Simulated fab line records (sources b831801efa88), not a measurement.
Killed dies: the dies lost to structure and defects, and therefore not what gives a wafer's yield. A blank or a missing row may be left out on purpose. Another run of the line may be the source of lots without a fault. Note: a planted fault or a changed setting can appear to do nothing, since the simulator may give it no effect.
fab line records	flow sky130
[record] lots = 10	wafers = 30	lastDay = 51
route steps=708 shown SD_P@331 RES_XHIGH@340 LI_CONTACT@381 VIA1@472 PAD_OPEN@708
lots that met no fault: taken from a fault-free run of the same line
startH: start of the lot's first displayed wafer, in hours after the record's first day	waitH: time in hours since the lot's previous step	" unchanged from the row above	L1.1+2: a single row standing in for several wafers	- either no value or no given start	* or withheld: withheld	< > ~ a bound
route shown NAME@n: names a module that has steps shown in the file, with the first one's number in the route	usual: mean/standard deviation of fault-free wafers	same: alike in all rows	chamber/n: place in a boat	sites: per-site readings	_std_site: the values' standard deviation	_edge_site: outer sites' mean less inner sites'	radiusMm: for every site, how far away it sits from the centre of the wafer	mask NAME#n: copy n	behind: the most recent tool/chamber to have shaped the wafer	hold: cause of the lot's hold/its duration in hours/its outcome	device: transistor that didn't switch, given as n, p or np	end of line: the route-end tests of the same wafers	a step without rows: its recipe alone	killed: count of dies lost to structure and defects at first sort (not the wafer's yield)	map: the dies of a wafer, with x for killed, . for not killed, _ for no die there
set.NAME: setting as actually run; set.NAME@STEP: the setting as run at that earlier step	model.NAME: the simulator's own value behind a step, which no gauge read
route steps across a sampled set of lots; one table per step, one row per wafer
services: the hour from which a tool's chamber was out of use, counted from the record's first day as startH (under 0 if before that day), plus the number of hours and why
[[steps]]
[step SKY_SD_P_TW_MEAS_11]
[usual] SD_P_TW = 2826/17
lot.wafer	tool	chamber	startH	waitH	SD_P_TW
L695.1	filmMetro-03	-	635.37	0.1	2814
L695.4	"	-	"	"	2845
L695.6	"	-	"	"	2819
L696.1	filmMetro-02	-	645.52	0.1	2825
L696.5	"	-	"	"	2841
L696.6	"	-	"	"	2832
L697.4	filmMetro-02	-	653.48	0.1	2834
L697.5	"	-	"	"	2827
L697.6	"	-	"	"	2835
L698.2	filmMetro-02	-	662.70	0.1	2846
L698.3	"	-	"	"	2830
L698.4	"	-	"	"	2833
L701.4	filmMetro-01	-	696.22	0.1	2793
L701.5	"	-	"	"	2817
L701.6	"	-	"	"	2790
L702.2	filmMetro-01	-	705.43	0.1	2803
L702.3	"	-	"	"	2801
L702.4	"	-	"	"	2802
L708.2	filmMetro-01	-	757.60	0.1	2816
L708.5	"	-	"	"	2813
L708.6	"	-	"	"	2807
L711.1	filmMetro-01	-	780.57	0.1	2832
L711.2	"	-	"	"	2812
L711.6	"	-	"	"	2828
L712.1	filmMetro-02	-	782.42	0.1	2815
L712.3	"	-	"	"	2829
L712.6	"	-	"	"	2833
L713.4	filmMetro-01	-	789.53	0.1	2820
L713.5	"	-	"	"	2821
L713.6	"	-	"	"	2812
[step SKY_RES_XHIGH_STRIP_08]
[recipe] chemistry = O2/N2	powerW = 1400	pressureMtorr = 1500	platenTempC = withheld	o2FlowSccm = 3000	n2FlowSccm = 300	overashFraction = 0.5
[usual] drypumpMotorCurrentA = 6.0/0.39	oesProductAu = 0.711/0.0047	stripTimeToEndpointS = 14.27/0.037
lot.wafer	tool	chamber	startH	waitH	drypumpMotorCurrentA	oesProductAu	rfHoursCounterH	stripTimeToEndpointS
L695.1	plasmaAsher-03	1	666.81	0.1	6.3	0.721	52	14.21
L695.4	"	0	"	"	5.6	0.714	-	14.26
L695.6	"	1	"	"	6.3	0.710	-	14.27
L696.1	plasmaAsher-04	0	676.11	0.1	5.9	0.711	79	14.29
L696.5	"	0	"	"	5.9	0.702	-	14.31
L696.6	"	1	"	"	6.5	0.705	-	14.29
L697.4	plasmaAsher-04	0	682.48	0.1	5.9	0.708	-	14.30
L697.5	"	1	"	"	6.5	0.712	-	14.23
L697.6	"	0	"	"	5.9	0.717	-	14.27
L698.2	plasmaAsher-03	0	693.46	0.1	5.6	0.707	55	14.30
L698.3	"	0	"	"	5.6	0.704	-	14.28
L698.4	"	1	"	"	6.3	0.706	-	14.22
L701.4	plasmaAsher-01	0	726.53	0.1	5.4	0.705	-	14.26
L701.5	"	1	"	"	6.2	0.715	-	14.29
L701.6	"	0	"	"	5.4	0.710	-	14.28
L702.2	plasmaAsher-01	1	735.55	0.1	6.2	0.718	30	14.32
L702.3	"	1	"	"	6.2	0.709	-	14.25
L702.4	"	0	"	"	5.4	0.701	-	14.27
L708.2	plasmaAsher-04	1	787.26	0.1	6.5	0.713	92	14.28
L708.5	"	0	"	"	5.8	0.713	-	14.27
L708.6	"	1	"	"	6.5	0.715	-	14.28
L711.1	plasmaAsher-04	0	807.86	0.1	5.9	0.707	95	14.25
L711.2	"	1	"	"	6.5	0.713	95	14.26
L711.6	"	1	"	"	6.4	0.710	-	14.27
L712.1	plasmaAsher-04	0	809.24	0.1	5.9	0.715	95	14.24
L712.3	"	1	"	"	6.5	0.714	-	14.26
L712.6	"	1	"	"	6.5	0.711	-	14.28
L713.4	plasmaAsher-03	0	815.98	0.1	5.6	0.709	-	14.24
L713.5	"	0	"	"	5.6	0.709	-	14.25
L713.6	"	1	"	"	6.2	0.713	-	14.32
[step SKY_LI_CONTACT_SPUTTER_19]
[recipe] material = Ti	targetThkNm = 20	chamberPressurePa = 5	powerW = 2500	substrateTempC = 200	timeS = 106.37
[usual] cathodeDcPowerW = 2500.0/0.42	throttleValvePct = 30.1/0.95
lot.wafer	tool	chamber	startH	waitH	cathodeDcPowerW	throttleValvePct
L695.1	pvdSputter-04	-	728.76	0.0	2500.2	28.8
L695.4	"	-	"	"	2499.4	29.8
L695.6	"	-	"	"	2499.8	30.8
L696.1	pvdSputter-04	-	739.98	0.0	2500.1	30.2
L696.5	"	-	"	"	2500.0	28.6
L696.6	"	-	"	"	2500.5	30.2
L697.4	pvdSputter-04	-	745.43	0.0	2499.8	30.5
L697.5	"	-	"	"	2500.3	29.8
L697.6	"	-	"	"	2500.0	28.3
L698.2	pvdSputter-04	-	756.23	0.0	2500.0	29.8
L698.3	"	-	"	"	2499.5	30.4
L698.4	"	-	"	"	2499.8	28.7
L701.4	pvdSputter-04	-	789.43	0.0	2499.4	29.7
L701.5	"	-	"	"	2500.4	30.3
L701.6	"	-	"	"	2500.5	30.7
L702.2	pvdSputter-02	-	796.59	0.0	2499.5	30.5
L702.3	"	-	"	"	2499.9	28.5
L702.4	"	-	"	"	2500.4	29.7
L708.2	pvdSputter-04	-	843.59	0.0	2500.2	28.7
L708.5	"	-	"	"	2500.3	28.3
L708.6	"	-	"	"	2500.2	30.4
L711.1	pvdSputter-01	-	863.04	0.0	2500.1	31.3
L711.2	"	-	"	"	2500.2	31.7
L711.6	"	-	"	"	2500.5	31.1
L712.1	pvdSputter-02	-	864.43	0.0	2500.0	29.0
L712.3	"	-	"	"	2500.5	29.8
L712.6	"	-	"	"	2500.4	28.7
L713.4	pvdSputter-01	-	870.76	0.0	2500.1	31.4
L713.5	"	-	"	"	2500.0	31.3
L713.6	"	-	"	"	2500.4	31.7
[step SKY_VIA1_ETCH_14]
[recipe] chemistry = N2/H2	target = BARC	ionEnergyEv = 200	sourceW = 500	biasW = 100	pressureMtorr = 30	n2FlowSccm = 100	h2FlowSccm = 200	stopOn = SiO2	timeS = 45.9	targetDepthA = 600
[usual] drypumpMotorCurrentA = 5.8/0.57	oesProductAu = 0.856/0.005	throttleValvePct = 13.225/0.0096
lot.wafer	tool	chamber	startH	waitH	drypumpMotorCurrentA	oesProductAu	rfHoursCounterH	throttleValvePct
L695.1	rieDiel-03	1	847.86	0.0	5.5	0.855	11	13.234
L695.4	"	2	"	"	5.6	0.853	17	13.220
L695.6	"	1	"	"	5.5	0.858	-	13.231
L696.1	rieDiel-04	1	856.61	0.0	6.5	0.861	5	13.226
L696.5	"	0	"	"	6.7	0.862	-	13.216
L696.6	"	3	"	"	4.9	0.859	-	13.226
L697.4	rieDiel-03	0	863.59	0.0	6.0	0.853	-	13.229
L697.5	"	3	"	"	5.1	0.848	-	13.227
L697.6	"	1	"	"	5.5	0.854	-	13.221
L698.2	rieDiel-04	2	871.79	0.0	6.5	0.865	14	13.227
L698.3	"	0	"	"	6.7	0.855	17	13.230
L698.4	"	3	"	"	5.0	0.858	1	13.246
L701.4	rieDiel-02	3	901.62	0.0	5.4	0.851	11	13.212
L701.5	"	3	"	"	5.3	0.855	-	13.223
L701.6	"	0	"	"	5.3	0.853	-	13.222
L702.2	rieDiel-04	3	907.41	0.0	5.0	0.852	2	13.205
L702.3	"	2	"	"	6.5	0.856	15	13.215
L702.4	"	1	"	"	6.5	0.853	7	13.220
L708.2	rieDiel-03	1	952.62	0.0	5.5	0.852	14	13.219
L708.5	"	3	"	"	5.2	0.848	-	13.216
L708.6	"	0	"	"	6.0	0.855	-	13.232
L711.1	rieDiel-03	3	971.57	0.0	5.2	0.848	16	13.246
L711.2	"	1	"	"	5.5	0.854	14	13.234
L711.6	"	0	"	"	6.0	0.858	-	13.215
L712.1	rieDiel-02	1	972.04	0.0	5.7	0.849	6	13.238
L712.3	"	2	"	"	6.4	0.848	12	13.235
L712.6	"	1	"	"	5.7	0.853	-	13.224
L713.4	rieDiel-02	3	978.23	0.0	5.3	0.855	-	13.220
L713.5	"	0	"	"	5.3	0.864	-	13.225
L713.6	"	1	"	"	5.7	0.861	-	13.214
[step SKY_VIA1_STRIP_16]
[recipe] chemistry = O2/N2	powerW = 1400	pressureMtorr = 1500	platenTempC = withheld	o2FlowSccm = 3000	n2FlowSccm = 300	overashFraction = 0.5
[usual] drypumpMotorCurrentA = 5.7/0.57	oesProductAu = 0.416/0.0045	stripTimeToEndpointS = 4.459/0.026
lot.wafer	tool	chamber	startH	waitH	drypumpMotorCurrentA	oesProductAu	rfHoursCounterH	stripTimeToEndpointS
L695.1	plasmaAsher-03	1	847.95	0.0	6.3	0.419	71	4.440
L695.4	"	0	"	"	5.6	0.413	-	4.431
L695.6	"	1	"	"	6.2	0.415	-	4.419
L696.1	plasmaAsher-02	0	856.70	0.0	6.2	0.423	3	4.482
L696.5	"	1	"	"	4.7	0.419	-	4.448
L696.6	"	0	"	"	6.2	0.414	-	4.465
L697.4	plasmaAsher-02	0	863.69	0.0	6.2	0.424	-	4.450
L697.5	"	1	"	"	4.7	0.410	-	4.490
L697.6	"	0	"	"	6.2	0.412	-	4.476
L698.2	plasmaAsher-02	0	871.88	0.0	6.2	0.410	5	4.461
L698.3	"	1	"	"	4.7	0.420	-	4.433
L698.4	"	0	"	"	6.2	0.420	-	4.477
L701.4	plasmaAsher-03	1	901.74	0.1	6.2	0.414	-	4.507
L701.5	"	1	"	"	6.2	0.423	-	4.485
L701.6	"	0	"	"	5.6	0.423	-	4.512
L702.2	plasmaAsher-01	0	907.50	0.0	5.4	0.416	51	4.564
L702.3	"	0	"	"	5.4	0.422	-	4.553
L702.4	"	1	"	"	6.2	0.419	-	4.494
L708.2	plasmaAsher-03	1	952.71	0.0	6.2	0.415	82	4.457
L708.5	"	0	"	"	5.6	0.413	-	4.481
L708.6	"	1	"	"	6.3	0.412	-	4.459
L711.1	plasmaAsher-03	1	971.66	0.0	6.2	0.422	84	4.467
L711.2	"	0	"	"	5.6	0.412	84	4.439
L711.6	"	0	"	"	5.6	0.416	-	4.458
L712.1	plasmaAsher-01	1	972.13	0.0	6.2	0.415	56	4.430
L712.3	"	1	"	"	6.2	0.416	-	4.435
L712.6	"	1	"	"	6.2	0.415	-	4.436
L713.4	plasmaAsher-02	1	978.33	0.0	4.8	0.415	-	4.452
L713.5	"	1	"	"	4.7	0.408	-	4.428
L713.6	"	0	"	"	6.1	0.411	-	4.414
[step SKY_PAD_OPEN_PROBE_99]
[usual] defectLimitedYield = 82.6/1.7	killed_at_M0_to_M3 = 43/7	killed_at_M4_up = 3.1/1.5	killedAtContacts = 23/4.9	killedAtFrontEnd = 16/3.9	killedAtOther = 0.3/0.52	killedDies = 86/8.2	killedOpen = 47/6.1	killedShort = 38/5.8	sort_bin_3_pad_short = 0.8/0.41	sort_bin_5_function = 10.2/1.3	sort_bin_6_memory = 6.4/1.1	sortNPass = 406/8.2	sortYieldPct = 82.6/1.7
[same] grossDies = 492	killedAtBackSide = 0	sort_bin_4_leakage[%] = 0	sort_bin_8_speed[%] = 0
lot.wafer	tool	chamber	startH	waitH	defectLimitedYield[%]	killed_at_M0_to_M3	killed_at_M4_up	killedAtContacts	killedAtFrontEnd	killedAtOther	killedDies	killedOpen	killedShort	sort_bin_3_pad_short[%]	sort_bin_5_function[%]	sort_bin_6_memory[%]	sortNPass	sortYieldPct[%]
L701.5	prober-01	-	1167.17	0.2	83.9	42	4	17	16	0	79	40	38	0.8	8.9	6.3	413	83.9
L701.6	prober-01	-	1167.22	0.2	86.0	36	1	13	18	1	69	40	29	0.2	8.9	4.9	423	86.0
L702.2	prober-01	-	1175.13	0.1	83.9	41	1	23	14	0	79	40	38	1.0	11.4	3.7	413	83.9
L702.4	prober-01	-	1175.23	0.2	83.7	29	3	30	18	0	80	43	36	1.6	8.7	5.9	412	83.7
// killed by level:class
L701.5 VIA1:geometricParticle:open=10 METAL1:geometricParticle:short=6 VIA2:geometricParticle:open=5 CONTACT:geometricParticle:open=5 VIA1:geometricParticle:short=5 VIA3:geometricParticle:open=5 METAL4:geometricParticle:short=4 FIELD_ISO:geometricParticle:open=3
L701.6 LI_CONTACT:geometricParticle:open=6 VIA3:geometricParticle:open=6 VIA2:geometricParticle:open=6 FIELD_ISO:geometricParticle:short=4 POLY_GATE:geometricParticle:short=4 POLY_GATE:geometricParticle:open=4 VIA1:geometricParticle:open=4 METAL1:geometricParticle:short=4
L702.2 LI_CONTACT:geometricParticle:open=10 VIA3:geometricParticle:short=10 CONTACT:geometricParticle:open=7 VIA1:geometricParticle:open=6 METAL2:geometricParticle:short=6 VIA3:geometricParticle:open=5 VIA2:geometricParticle:short=4 FIELD_ISO:geometricParticle:short=3
L702.4 LI_CONTACT:geometricParticle:open=11 CONTACT:geometricParticle:open=9 VIA1:geometricParticle:open=6 FIELD_ISO:geometricParticle:short=5 FIELD_ISO:geometricParticle:open=5 LOCAL_INTERCONNECT:geometricParticle:short=5 METAL1:geometricParticle:short=5 VIA2:geometricParticle:open=5
[[services]]
tool	chamber	startH	hours	kind
rieDiel-02	-	645.96	2.8	pm
plasmaAsher-01	-	646.88	2.3	repair
rieDiel-02	0	649.47	8.4	repair
plasmaAsher-03	-	654.46	1.9	repair
plasmaAsher-02	-	685.75	4.7	repair
pvdSputter-04	-	723.78	1.9	repair
rieDiel-03	0	725.29	1.2	repair
plasmaAsher-03	-	725.99	1.6	repair
plasmaAsher-02	-	733.75	9.0	pm
rieDiel-04	0	737.64	5.2	repair
pvdSputter-04	-	741.99	3.3	repair
rieDiel-04	1	759.73	6.2	repair
plasmaAsher-03	-	763.29	14.6	pm
plasmaAsher-02	-	766.30	76.3	repair
rieDiel-03	-	796.17	4.5	repair
pvdSputter-04	-	823.17	5.8	repair
plasmaAsher-02	-	845.56	7.7	repair
rieDiel-03	2	862.19	1.9	repair
rieDiel-04	-	867.07	2.8	pm
plasmaAsher-02	-	874.53	15.6	pm
plasmaAsher-01	-	884.84	2.0	repair
plasmaAsher-02	-	917.56	2.8	pm
plasmaAsher-01	-	949.62	14.6	pm
plasmaAsher-03	-	967.43	0.3	repair
[[key]]
[firstSign] step = SKY_VIA1_STRIP_16	reading = stripTimeToEndpointS	direction = up	sigmas = 3.8	usual = *	struck = *
effect none on later readings
metAt SKY_VIA1_ETCH_14
struckLots L702
struckWafers L702.2,L702.3
notActingAt SKY_SD_P_TW_MEAS_11,SKY_RES_XHIGH_STRIP_08,SKY_LI_CONTACT_SPUTTER_19
onsetBetween 871.79 907.41
[fault] kind = processParameterDrift	tool = rieDiel-04	chamber = -	onsetH = 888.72	steps = SKY_VIA1_ETCH_14	channel = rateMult	offset = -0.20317	shape = step	endH = 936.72	scope = struckWafersOnly
